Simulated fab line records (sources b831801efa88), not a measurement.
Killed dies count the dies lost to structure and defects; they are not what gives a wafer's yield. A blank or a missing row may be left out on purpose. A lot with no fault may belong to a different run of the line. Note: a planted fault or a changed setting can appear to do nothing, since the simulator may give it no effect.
fab line records	flow sfqLine
record lots=7	wafers=21	lastDay=86
route steps=325 shown I4@176 JJ@178 M5@198 A5B@209 R5@212 M8@325
lots untouched by any fault: they come from a run of this same line in which no faults occurred
startH: the number of hours between the record's first day and the start of the first shown wafer of the lot	waitH: hours from the lot's prior step to this one	" the same as in the row above	L1.1+2: a single row standing in for several wafers	- no value, or no start given	* or withheld: withheld	< > ~ a bound
route shown NAME@n: names a module that has steps shown in the file, with the first one's number in the route	usual: average and standard deviation across the fault-free wafers	same: alike in all rows	chamber/n: place in a boat	sites: each site's reading	_std_site: how widely they spread, as a standard deviation	_edge_site: inner sites' mean taken away from outer sites' mean	radiusMm: for every site, how far away it sits from the centre of the wafer	mask NAME#n: copy n	behind: the last tool/chamber to shape the wafer	hold: what put the lot on hold/how long, in hours/how the hold closed	device: the transistor (n, p or np) that didn't switch	end of line: the route-end tests of the same wafers	a step with no rows: only its recipe	killed: dies that structure and defects cost at the first sort, which is not the same as the wafer's yield	map: per-die view of a wafer (x killed, . not killed, _ where there is no die)
set.NAME: the run value of the setting; set.NAME@STEP: its run value at that earlier step	model.NAME: the simulator's own value behind a step, which no gauge read
lots seen at some steps along the route; tables by step, rows by wafer
services: a tool's chamber out of use, with start hour (startH, from the record's first day; less than 0 if before it), hours out, and reason
## steps
# step SFQ_TRILAYER_I4_VIA_STRIP_STRIP_107
# recipe gas=O2	powerW=200	platenTempC=40	overashFraction=0.65	chemistry=O2	pressureMtorr=50
# usual chamberPressureMTorr=50.00/0.047	drypumpMotorCurrentA=5.60/0.23	oesProductAu=1.000/0.0089	platenTempC=39.98/0.13
lot.wafer	tool	chamber	startH	waitH	chamberPressureMTorr	drypumpMotorCurrentA	oesProductAu	platenTempC	rfHoursCounterH
L791.3	rieMetal-01	0	1094.78	-	50.07	5.21	0.994	40.18	-
L791.5	"	0	"	"	49.94	5.22	0.999	40.02	-
L791.6	"	1	"	"	50.00	6.00	1.013	39.98	-
L792.1	rieMetal-02	1	1098.18	-	50.01	5.76	1.010	40.01	32
L792.2	"	0	"	"	50.02	5.58	0.989	39.86	115
L792.6	"	1	"	"	49.93	5.76	1.009	39.87	-
L793.1	rieMetal-04	0	1099.38	-	50.01	5.60	1.004	40.00	116
L793.2	"	1	"	"	50.00	5.65	1.004	39.89	96
L793.6	"	1	"	"	50.00	5.66	0.997	39.90	-
L805.2	rieMetal-04	0	1352.74	-	49.97	5.59	0.994	39.98	23
L805.4	"	1	"	"	50.04	5.67	0.999	40.00	-
L805.5	"	1	"	"	50.05	5.69	1.006	39.84	-
L807.1	rieMetal-04	0	1365.94	-	49.97	5.59	0.986	40.00	25
L807.2	"	1	"	"	50.05	5.65	0.994	40.14	10
L807.5	"	1	"	"	49.98	5.65	0.985	40.20	-
L809.1	rieMetal-04	1	1368.34	-	50.08	5.66	0.996	39.78	10
L809.4	"	0	"	"	50.00	5.60	0.995	39.89	-
L809.6	"	1	"	"	50.08	5.67	1.001	39.65	-
L810.1	rieMetal-02	0	1380.25	-	50.08	5.59	0.994	40.11	27
L810.3	"	0	"	"	50.04	5.61	0.985	39.95	-
L810.5	"	1	"	"	50.02	5.79	1.007	39.84	-
# step SFQ_TRILAYER_I4_VIA_STRIP_SOLV_CLEAN_108
# recipe chemistry=NMP	tempC=70	timeS=600
# step SFQ_TRILAYER_JJ_TRILAYER_DEP_PRE_CLEAN_113
# recipe gas=Ar	timeS=22.5	biasV=250
# step SFQ_TRILAYER_JJ_TRILAYER_DEP_SPUTTER_109
# recipe material=Nb	basePressurePa=1.33e-06	chamberPressurePa=0.1333	substrateTempC=20	targetThkNm=150	powerW=2000	timeS=100
# step SFQ_TRILAYER_JJ_TRILAYER_DEP_SPUTTER_110
# recipe material=Al	basePressurePa=1.33e-06	targetThkNm=8	powerW=500	timeS=10	chamberPressurePa=0.4
# step SFQ_TRILAYER_JJ_TRILAYER_DEP_AL_OXIDATION_111
# recipe pressureMbar=0.014667	oxidationTimeS=600	temperatureK=293
# step SFQ_TRILAYER_JJ_TRILAYER_DEP_SPUTTER_112
# recipe material=Nb	basePressurePa=1.33e-06	chamberPressurePa=0.1333	substrateTempC=20	targetThkNm=170	powerW=2000	timeS=113.3
# step SFQ_JJ_RS_MEAS_929
# recipe thkMeasGauge=four-point-probe	reads=Nb_of_TRILAYER_JJ_TRILAYER_DEP_SPUTTER_112
# usual JJ_NB_RS=1.047/0.01
lot.wafer	tool	chamber	startH	waitH	JJ_NB_RS[ohm/sq]
L791.3	filmMetro-04	-	1096.60	0.1	1.038
L791.5	"	-	"	"	1.047
L791.6	"	-	"	"	1.037
L792.1	filmMetro-03	-	1100.16	0.0	1.059
L792.2	"	-	"	"	1.050
L792.6	"	-	"	"	1.046
L793.1	filmMetro-01	-	1101.36	0.0	1.052
L793.2	"	-	"	"	1.056
L793.6	"	-	"	"	1.050
L805.2	filmMetro-04	-	1354.74	0.1	1.053
L805.4	"	-	"	"	1.055
L805.5	"	-	"	"	1.045
L807.1	filmMetro-01	-	1367.92	0.0	1.056
L807.2	"	-	"	"	1.049
L807.5	"	-	"	"	1.056
L809.1	filmMetro-01	-	1370.32	0.0	1.042
L809.4	"	-	"	"	1.054
L809.6	"	-	"	"	1.044
L810.1	filmMetro-03	-	1382.23	0.0	1.059
L810.3	"	-	"	"	1.051
L810.5	"	-	"	"	1.049
# step SFQ_TRILAYER_JJ_CE_LITHO_COAT_119
# recipe resist=BARC	spinRpm=3000	resistThkNm=62
# step SFQ_TRILAYER_JJ_CE_LITHO_COAT_114
# recipe resist=KrF	spinRpm=3000	resistThkNm=600
# step SFQ_TRILAYER_JJ_CE_LITHO_SOFTBAKE_118
# recipe tempC=withheld	timeS=withheld	resist=KrF
# step SFQ_TRILAYER_JJ_CE_LITHO_EXPOSE_115
# recipe maskId=J5	na=0.6	sourceShape=conventional	sigmaOuter=0.65	targetCdNm=700	doseMj=14.4
lot.wafer	tool	chamber	startH	waitH	mask
L791.3+5+6	krfScanner-01	0	1106.59	-	J5#0
L792.1+2+6	krfScanner-01	0	1107.39	-	J5#0
L793.1+2+6	krfScanner-01	0	1108.59	-	J5#0
L805.2+4+5	krfScanner-01	0	1355.87	-	J5#0
L807.1+2+5	krfScanner-01	0	1368.85	-	J5#0
L809.1+4+6	krfScanner-01	0	1372.45	-	J5#0
L810.1+3+5	krfScanner-02	0	1383.34	-	J5#0
# step SFQ_TRILAYER_JJ_CE_LITHO_PEB_117
# recipe pebTempC=115	pebTimeS=60	resist=KrF
# step SFQ_TRILAYER_JJ_CE_LITHO_DEVELOP_116
# recipe timeS=60	resist=KrF
# step SFQ_JJ_OVL_MEAS_931
# usual J5_OVL=-1/4.2
lot.wafer	tool	chamber	startH	waitH	J5_OVL[nm]
L791.3	overlay-01	-	1107.70	0.1	-7
L791.5	"	-	"	"	-2
L791.6	"	-	"	"	-4
L792.1	overlay-01	-	1108.89	0.1	-5
L792.2	"	-	"	"	-3
L792.6	"	-	"	"	1
L793.1	overlay-01	-	1110.09	0.1	0
L793.2	"	-	"	"	2
L793.6	"	-	"	"	0
L805.2	overlay-02	-	1357.18	0.1	-2
L805.4	"	-	"	"	2
L805.5	"	-	"	"	0
L807.1	overlay-02	-	1370.35	0.1	3
L807.2	"	-	"	"	1
L807.5	"	-	"	"	1
L809.1	overlay-02	-	1374.05	0.1	-6
L809.4	"	-	"	"	1
L809.6	"	-	"	"	-4
L810.1	overlay-01	-	1384.84	0.1	1
L810.3	"	-	"	"	6
L810.5	"	-	"	"	1
# step SFQ_TRILAYER_JJ_CE_METRO_MEASURE_117
# usual cdNm=699.8/1.4
lot.wafer	tool	chamber	startH	waitH	cdNm
L791.3	cdSem-02	-	1108.13	0.4	669.5
L791.5	"	-	"	"	697.4
L791.6	"	-	"	"	671.1
L792.1	cdSem-01	-	1108.93	0.0	670.3
L792.2	"	-	"	"	699.3
L792.6	"	-	"	"	672.2
L793.1	cdSem-02	-	1110.13	0.0	670.4
L793.2	"	-	"	"	699.5
L793.6	"	-	"	"	670.0
L805.2	cdSem-02	-	1357.41	0.2	698.9
L805.4	"	-	"	"	700.6
L805.5	"	-	"	"	699.5
L807.1	cdSem-02	-	1370.38	0.0	702.1
L807.2	"	-	"	"	701.4
L807.5	"	-	"	"	701.4
L809.1	cdSem-02	-	1374.08	0.0	701.9
L809.4	"	-	"	"	701.9
L809.6	"	-	"	"	701.1
L810.1	cdSem-01	-	1384.87	0.0	699.3
L810.3	"	-	"	"	699.2
L810.5	"	-	"	"	697.7
# step SFQ_TRILAYER_JJ_CE_BARC_OPEN_RIE_150
# recipe maskMaterial=PR	chemistry=O2	targetDepthNm=240	target=BARC	icpW=600	biasW=80	pressureMtorr=10	timeS=80
# usual chamberPressureMTorr=10.001/0.0077	drypumpMotorCurrentA=5.6/0.38	oesProductAu=0.538/0.0045
# same timeS=80
lot.wafer	tool	chamber	startH	waitH	chamberPressureMTorr	drypumpMotorCurrentA	oesProductAu	rfHoursCounterH	model.JJ.cdNm
L791.3	rieMetal-01	1	1108.96	0.6	10.006	6.0	0.542	-	671
L791.5	"	0	"	"	9.983	5.2	0.534	-	698.4
L791.6	"	1	"	"	10.007	6.0	0.547	-	671.2
L792.1	rieMetal-04	0	1110.13	1.0	10.006	5.6	0.539	118	671.6
L792.2	"	1	"	"	10.000	5.7	0.530	98	700
L792.6	"	0	"	"	10.012	5.6	0.538	-	673.8
L793.1	rieMetal-04	0	1111.33	1.0	9.997	5.6	0.539	119	671.7
L793.2	"	1	"	"	10.013	5.7	0.545	98	701.2
L793.6	"	0	"	"	10.002	5.6	0.541	-	672.3
L805.2	rieMetal-01	1	1358.41	0.8	9.996	6.0	0.536	44	699.8
L805.4	"	0	"	"	9.997	5.2	0.546	-	700.8
L805.5	"	1	"	"	10.001	6.0	0.540	-	700.4
L807.1	rieMetal-03	0	1371.58	1.0	9.990	6.1	0.537	139	704.5
L807.2	"	1	"	"	10.021	4.8	0.534	78	702.7
L807.5	"	0	"	"	10.005	6.2	0.541	-	703.5
L809.1	rieMetal-04	1	1375.28	1.0	9.993	5.7	0.540	11	701.1
L809.4	"	0	"	"	10.000	5.6	0.543	-	700.3
L809.6	"	0	"	"	10.005	5.6	0.531	-	700
L810.1	rieMetal-04	0	1386.07	1.0	10.004	5.6	0.533	28	699.4
L810.3	"	0	"	"	10.002	5.6	0.537	-	698
L810.5	"	1	"	"	9.994	5.6	0.529	-	697.9
# step SFQ_TRILAYER_JJ_CE_ETCH_RIE_118
# recipe target=Nb	stopOn=Al2O3	maskMaterial=PR	taperDeg=13.257	overEtchFrac=0.15	timeS=97.7	chemistry=SF6	targetDepthNm=170	icpW=600	biasW=80	pressureMtorr=10
# usual chamberPressureMTorr=9.999/0.0097	drypumpMotorCurrentA=5.6/0.38	oesProductAu=0.990/0.0067
# same timeS=97.7
lot.wafer	tool	chamber	startH	waitH	chamberPressureMTorr	drypumpMotorCurrentA	oesProductAu	rfHoursCounterH	model.JJ.cdNm
L791.3	rieMetal-01	1	1109.06	0.1	9.988	6.0	0.999	-	670.6
L791.5	"	0	"	"	9.973	5.2	0.982	-	699.2
L791.6	"	1	"	"	9.997	5.9	0.997	-	671.1
L792.1	rieMetal-04	0	1110.22	0.1	10.001	5.6	0.984	118	670.6
L792.2	"	1	"	"	9.996	5.7	0.989	98	700.6
L792.6	"	0	"	"	10.005	5.6	0.998	-	673.7
L793.1	rieMetal-04	0	1111.42	0.1	9.986	5.6	0.982	119	671.1
L793.2	"	1	"	"	10.006	5.7	0.995	98	701.4
L793.6	"	0	"	"	9.996	5.6	0.984	-	670.7
L805.2	rieMetal-01	1	1358.50	0.1	9.968	6.0	0.984	44	700.3
L805.4	"	0	"	"	10.013	5.2	0.986	-	701.5
L805.5	"	1	"	"	10.005	6.0	0.992	-	701.1
L807.1	rieMetal-03	0	1371.67	0.1	10.001	6.1	0.993	139	703.3
L807.2	"	1	"	"	9.998	4.8	0.989	78	702.6
L807.5	"	0	"	"	9.985	6.1	0.990	-	703
L809.1	rieMetal-04	1	1375.37	0.1	9.994	5.7	0.982	11	702.2
L809.4	"	0	"	"	9.989	5.6	0.984	-	702
L809.6	"	0	"	"	10.002	5.6	0.988	-	701.6
L810.1	rieMetal-04	0	1386.16	0.1	10.004	5.5	0.984	28	700.4
L810.3	"	0	"	"	10.004	5.6	0.984	-	699.7
L810.5	"	1	"	"	9.980	5.7	0.992	-	699.6
# step SFQ_TRILAYER_JJ_ANODIZE_ANODIZE_119
# recipe currentDensityMaCm2=withheld	endCurrentDensityMaCm2=withheld	bathTempC=withheld
# step SFQ_TRILAYER_JJ_CE_STRIP_STRIP_120
# recipe gas=O2	powerW=200	platenTempC=40	overashFraction=0.65	chemistry=O2	pressureMtorr=50
# usual chamberPressureMTorr=49.99/0.042	drypumpMotorCurrentA=5.5/0.54	oesProductAu=1.000/0.008	platenTempC=40.02/0.1
lot.wafer	tool	chamber	startH	waitH	chamberPressureMTorr	drypumpMotorCurrentA	oesProductAu	platenTempC	rfHoursCounterH
L791.3	rieMetal-01	0	1109.83	0.2	49.99	5.2	0.995	40.16	-
L791.5	"	0	"	"	49.99	5.2	1.000	40.05	-
L791.6	"	1	"	"	50.04	6.0	1.010	39.94	-
L792.1	rieMetal-03	0	1110.83	0.0	49.93	6.2	0.999	40.04	93
L792.2	"	1	"	"	49.96	4.8	1.006	40.08	41
L792.6	"	1	"	"	50.00	4.8	0.999	39.88	-
L793.1	rieMetal-03	1	1112.03	0.0	49.99	4.8	1.012	39.93	41
L793.2	"	0	"	"	50.04	6.1	1.005	40.27	93
L793.6	"	0	"	"	49.96	6.1	1.006	40.21	-
L805.2	rieMetal-03	0	1359.10	0.0	50.00	6.1	0.996	39.92	137
L805.4	"	0	"	"	49.95	6.1	1.002	39.97	-
L805.5	"	0	"	"	50.01	6.1	0.998	39.99	-
L807.1	rieMetal-03	0	1372.28	0.0	50.05	6.1	1.007	40.12	139
L807.2	"	1	"	"	49.96	4.8	1.010	40.09	78
L807.5	"	0	"	"	50.02	6.1	0.983	39.96	-
L809.1	rieMetal-03	0	1375.98	0.0	50.01	6.1	0.991	40.01	140
L809.4	"	1	"	"	50.03	4.8	1.005	40.19	-
L809.6	"	1	"	"	49.98	4.8	1.005	39.95	-
L810.1	rieMetal-01	0	1386.77	0.0	50.00	5.2	1.004	40.09	31
L810.3	"	0	"	"	50.01	5.2	0.999	40.10	-
L810.5	"	1	"	"	49.98	6.0	1.013	40.05	-
# step SFQ_TRILAYER_JJ_CE_STRIP_SOLV_CLEAN_121
# recipe chemistry=NMP	tempC=70	timeS=600
# step SFQ_TRILAYER_M5_LITHO_COAT_128
# recipe resist=BARC	spinRpm=3000	resistThkNm=62
# step SFQ_TRILAYER_M5_LITHO_COAT_123
# recipe resist=KrF	spinRpm=3000	resistThkNm=600
# step SFQ_TRILAYER_M5_LITHO_SOFTBAKE_127
# recipe tempC=withheld	timeS=withheld	resist=KrF
# step SFQ_TRILAYER_M5_LITHO_EXPOSE_124
# recipe maskId=M5	na=0.6	sourceShape=conventional	sigmaOuter=0.65	targetCdNm=700	doseMj=14.4
# step SFQ_TRILAYER_M5_LITHO_PEB_126
# recipe pebTempC=115	pebTimeS=60	resist=KrF
# step SFQ_TRILAYER_M5_LITHO_DEVELOP_125
# recipe timeS=60	resist=KrF
# step SFQ_M5_OVL_MEAS_932
# usual M5_OVL=-1/6.1
lot.wafer	tool	chamber	startH	waitH	M5_OVL[nm]
L791.3	overlay-01	-	1242.31	0.1	-2
L791.5	"	-	"	"	-5
L791.6	"	-	"	"	0
L792.1	overlay-02	-	1244.58	0.1	5
L792.2	"	-	"	"	4
L792.6	"	-	"	"	8
L793.1	overlay-02	-	1245.78	0.1	-11
L793.2	"	-	"	"	-5
L793.6	"	-	"	"	-13
L805.2	overlay-02	-	1363.27	0.1	-2
L805.4	"	-	"	"	2
L805.5	"	-	"	"	-4
L807.1	overlay-02	-	1376.46	0.1	-4
L807.2	"	-	"	"	-5
L807.5	"	-	"	"	-7
L809.1	overlay-01	-	1518.42	0.1	4
L809.4	"	-	"	"	3
L809.6	"	-	"	"	12
L810.1	overlay-01	-	1525.62	0.1	-11
L810.3	"	-	"	"	-8
L810.5	"	-	"	"	-7
# step SFQ_TRILAYER_M5_BARC_OPEN_METAL_ETCH_161
# recipe maskMaterial=PR	chemistry=O2	targetDepthNm=125	target=BARC	icpW=600	biasW=80	pressureMtorr=10	timeS=41.7
# step SFQ_TRILAYER_M5_ETCH_METAL_ETCH_126
# recipe target=Nb	stopOn=SiO2	maskMaterial=PR	overEtchFrac=0.15	timeS=203.2	chemistry=Cl2/BCl3	targetDepthNm=265	icpW=600	biasW=80	pressureMtorr=10
# step SFQ_TRILAYER_M5_STRIP_STRIP_127
# recipe gas=O2	powerW=200	platenTempC=40	overashFraction=0.65	chemistry=O2	pressureMtorr=50
# step SFQ_TRILAYER_M5_STRIP_SOLV_CLEAN_128
# recipe chemistry=NMP	tempC=70	timeS=600
# step SFQ_TRILAYER_A5B_DEP_PECVD_129
# recipe material=SiO2	tempC=150	timeS=133.33	pressureTorr=2.4	rfW=183.3	precursor=SiH4/N2O	targetThkNm=600
# usual heaterPowerW=86/16	throttleValvePct=24.9/1.4
# same timeS=133.33
lot.wafer	tool	chamber	startH	waitH	heaterPowerW	throttleValvePct
L791.3	pecvd-01	2	1243.38	0.0	92	24.2
L791.5	"	1	"	"	91	23.0
L791.6	"	2	"	"	92	24.0
L792.1	pecvd-03	1	1245.65	0.0	62	28.4
L792.2	"	2	"	"	111	24.4
L792.6	"	0	"	"	72	24.7
L793.1	pecvd-01	2	1247.13	0.0	88	23.9
L793.2	"	1	"	"	95	23.3
L793.6	"	2	"	"	77	24.0
L805.2	pecvd-03	1	1364.50	0.0	65	28.0
L805.4	"	0	"	"	65	24.7
L805.5	"	2	"	"	121	24.2
L807.1	pecvd-02	1	1377.53	0.0	89	23.7
L807.2	"	2	"	"	72	23.8
L807.5	"	2	"	"	76	23.9
L809.1	pecvd-01	1	1519.49	0.0	93	24.1
L809.4	"	0	"	"	78	25.2
L809.6	"	2	"	"	90	24.4
L810.1	pecvd-03	0	1526.69	0.0	70	25.0
L810.3	"	2	"	"	112	24.1
L810.5	"	0	"	"	72	24.9
# step SFQ_TRILAYER_A5B_CMP_CMP_130
# recipe stopOn=Nb	downForcePsi=3	platenRpm=60	targetThkNm=340.7
# step SFQ_TRILAYER_A5B_METRO_MEASURE_131
# usual thkNm=341/5.2
lot.wafer	tool	chamber	startH	waitH	thkNm
L791.3	filmMetro-02	-	1246.87	1.9	339
L791.5	"	-	"	"	341
L791.6	"	-	"	"	343
L792.1	filmMetro-04	-	1248.74	2.0	337
L792.2	"	-	"	"	345
L792.6	"	-	"	"	347
L793.1	filmMetro-01	-	1251.74	1.0	331
L793.2	"	-	"	"	335
L793.6	"	-	"	"	326
L805.2	filmMetro-02	-	1371.84	1.7	344
L805.4	"	-	"	"	348
L805.5	"	-	"	"	351
L807.1	filmMetro-01	-	1380.84	2.5	339
L807.2	"	-	"	"	338
L807.5	"	-	"	"	343
L809.1	filmMetro-01	-	1522.58	1.5	349
L809.4	"	-	"	"	338
L809.6	"	-	"	"	344
L810.1	filmMetro-02	-	1529.78	2.5	350
L810.3	"	-	"	"	341
L810.5	"	-	"	"	347
# step SFQ_TRILAYER_R5_DEP_SPUTTER_132
# recipe material=Ti	basePressurePa=1.33e-06	targetThkNm=5	powerW=2000	timeS=5	chamberPressurePa=0.4
# usual throttleValvePct=30.2/0.8
# same timeS=5
lot.wafer	tool	chamber	startH	waitH	throttleValvePct
L791.3	pvdSputter-06	-	1247.67	0.6	31.5
L791.5	"	-	"	"	31.4
L791.6	"	-	"	"	29.9
L792.1	pvdSputter-05	-	1249.94	1.0	29.3
L792.2	"	-	"	"	29.7
L792.6	"	-	"	"	29.3
L793.1	pvdSputter-03	-	1252.94	1.0	30.7
L793.2	"	-	"	"	30.3
L793.6	"	-	"	"	30.8
L805.2	pvdSputter-03	-	1372.84	0.8	30.8
L805.4	"	-	"	"	31.0
L805.5	"	-	"	"	30.1
L807.1	pvdSputter-06	-	1382.04	1.0	31.5
L807.2	"	-	"	"	29.9
L807.5	"	-	"	"	29.7
L809.1	pvdSputter-05	-	1523.78	1.0	29.4
L809.4	"	-	"	"	29.2
L809.6	"	-	"	"	29.6
L810.1	pvdSputter-03	-	1530.98	1.0	30.5
L810.3	"	-	"	"	30.8
L810.5	"	-	"	"	30.0
# step SFQ_TRILAYER_R5_DEP_SPUTTER_133
# recipe material=MoNx	basePressurePa=1.33e-06	targetThkNm=40	powerW=1000	timeS=66.7	chamberPressurePa=0.4
# step SFQ_TRILAYER_R5_DEP_SPUTTER_134
# recipe material=Ti	basePressurePa=1.33e-06	targetThkNm=5	powerW=2000	timeS=5	chamberPressurePa=0.4
# step SFQ_R5_RS_MEAS_933
# recipe thkMeasGauge=four-point-probe	reads=Ti_of_TRILAYER_R5_DEP_SPUTTER_134+MoNx_of_TRILAYER_R5_DEP_SPUTTER_133+Ti_of_TRILAYER_R5_DEP_SPUTTER_132
# usual R5_MONX_RS=7.05/0.087
lot.wafer	tool	chamber	startH	waitH	R5_MONX_RS[ohm/sq]
L791.3	filmMetro-01	-	1247.81	0.0	7.01
L791.5	"	-	"	"	7.00
L791.6	"	-	"	"	7.05
L792.1	filmMetro-02	-	1250.03	0.0	7.10
L792.2	"	-	"	"	7.23
L792.6	"	-	"	"	7.08
L793.1	filmMetro-02	-	1253.03	0.0	6.92
L793.2	"	-	"	"	7.04
L793.6	"	-	"	"	6.89
L805.2	filmMetro-01	-	1372.95	0.0	7.10
L805.4	"	-	"	"	7.10
L805.5	"	-	"	"	7.14
L807.1	filmMetro-02	-	1382.13	0.0	6.95
L807.2	"	-	"	"	7.09
L807.5	"	-	"	"	7.01
L809.1	filmMetro-03	-	1523.87	0.0	7.11
L809.4	"	-	"	"	7.09
L809.6	"	-	"	"	7.15
L810.1	filmMetro-03	-	1531.07	0.0	7.00
L810.3	"	-	"	"	7.02
L810.5	"	-	"	"	7.08
# step SFQ_R5_THK_MEAS_934
# recipe thkMeasGauge=xrf	reads=MoNx_of_TRILAYER_R5_DEP_SPUTTER_133
# usual R5_MONX_THK=40.7/0.53
lot.wafer	tool	chamber	startH	waitH	R5_MONX_THK[nm]
L791.3	filmMetro-01	-	1247.91	0.1	41.1
L791.5	"	-	"	"	41.1
L791.6	"	-	"	"	40.9
L792.1	filmMetro-02	-	1250.15	0.1	40.5
L792.2	"	-	"	"	40.1
L792.6	"	-	"	"	40.5
L793.1	filmMetro-02	-	1253.15	0.1	41.7
L793.2	"	-	"	"	40.9
L793.6	"	-	"	"	41.7
L805.2	filmMetro-01	-	1373.06	0.1	40.4
L805.4	"	-	"	"	40.7
L805.5	"	-	"	"	39.9
L807.1	filmMetro-02	-	1382.25	0.1	41.1
L807.2	"	-	"	"	40.3
L807.5	"	-	"	"	40.7
L809.1	filmMetro-03	-	1523.99	0.1	40.5
L809.4	"	-	"	"	40.7
L809.6	"	-	"	"	40.5
L810.1	filmMetro-03	-	1531.19	0.1	41.4
L810.3	"	-	"	"	41.3
L810.5	"	-	"	"	40.5
# step SFQ_TRILAYER_R5_LITHO_COAT_141
# recipe resist=BARC	spinRpm=3000	resistThkNm=62
# step SFQ_M8_BOW_MEAS_951
# recipe mode=bow
# usual M8_BOW=9/8.9
lot.wafer	tool	chamber	startH	waitH	M8_BOW[um]	model.etest.jj.gTimes
L791.3	filmMetro-04	-	1996.09	0.0	12	0.9154
L791.5	"	-	"	"	10	0.9951
L791.6	"	-	"	"	25	0.917
L792.1	filmMetro-03	-	2007.84	0.0	2	0.9154
L792.2	"	-	"	"	-7	0.9993
L792.6	"	-	"	"	7	0.9241
L793.1	filmMetro-03	-	2013.84	0.0	3	0.9168
L793.2	"	-	"	"	5	1.002
L793.6	"	-	"	"	2	0.9157
L805.2	filmMetro-03	-	2054.86	0.0	2	0.9984
L805.4	"	-	"	"	6	1.002
L805.5	"	-	"	"	18	1.001
L807.1	filmMetro-04	-	2059.64	0.0	21	1.007
L807.2	"	-	"	"	27	1.005
L807.5	"	-	"	"	27	1.006
L809.1	filmMetro-03	-	2069.04	0.0	13	1.004
L809.4	"	-	"	"	16	1.003
L809.6	"	-	"	"	14	1.002
L810.1	filmMetro-03	-	2070.24	0.0	-4	0.9985
L810.3	"	-	"	"	12	0.9966
L810.5	"	-	"	"	-2	0.9963
## services
tool	chamber	startH	hours	kind
cdSem-02	-	1084.04	0.5	pm
krfScanner-01	-	1103.69	1.3	pm
rieMetal-01	-	1115.71	0.1	repair
cdSem-02	-	1133.69	0.7	pm
krfScanner-01	-	1154.18	1.0	pm
rieMetal-03	1	1162.63	31.6	repair
krfScanner-01	-	1173.96	0.8	pm
cdSem-02	-	1201.18	1.1	pm
rieMetal-03	-	1231.48	1.2	repair
rieMetal-01	-	1241.57	1.2	repair
cdSem-02	-	1249.94	1.2	pm
cdSem-02	-	1268.04	0.6	pm
krfScanner-01	-	1279.20	1.3	pm
krfScanner-01	-	1323.52	1.0	pm
rieMetal-01	-	1330.73	0.8	repair
krfScanner-01	-	1342.52	0.8	pm
krfScanner-01	-	1350.52	1.7	repair
rieMetal-01	0	1364.01	4.2	repair
krfScanner-01	-	1412.62	3.5	repair
krfScanner-01	-	1412.79	1.9	repair
krfScanner-01	-	1455.68	1.3	pm
rieMetal-01	-	1463.67	14.6	pm
krfScanner-01	-	1491.80	1.0	pm
krfScanner-01	-	1512.00	0.8	pm
## key
firstSign step=SFQ_TRILAYER_JJ_CE_METRO_MEASURE_117	reading=cdNm	direction=down	sigmas=21	usual=699.8	struck=670.6
effect none on later readings
modelEffect step=SFQ_TRILAYER_JJ_CE_BARC_OPEN_RIE_150	value=JJ.cdNm	without=700.5	struck=671.9
modelEffect step=SFQ_TRILAYER_JJ_CE_ETCH_RIE_118	value=JJ.cdNm	without=699.9	struck=671.3
modelEffect step=SFQ_M8_BOW_MEAS_951	value=etest.jj.gTimes	without=0.9972	struck=0.9174
metAt SFQ_TRILAYER_JJ_CE_LITHO_EXPOSE_115
struckWafers L791.3,L791.6,L792.1,L792.6,L793.1,L793.6
fault kind=processParameterDrift	tool=krfScanner-01	chamber=-	onsetH=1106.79	steps=SFQ_TRILAYER_JJ_CE_LITHO_EXPOSE_115	channel=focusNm	offset=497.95	shape=step	endH=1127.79	scope=struckWafersOnly
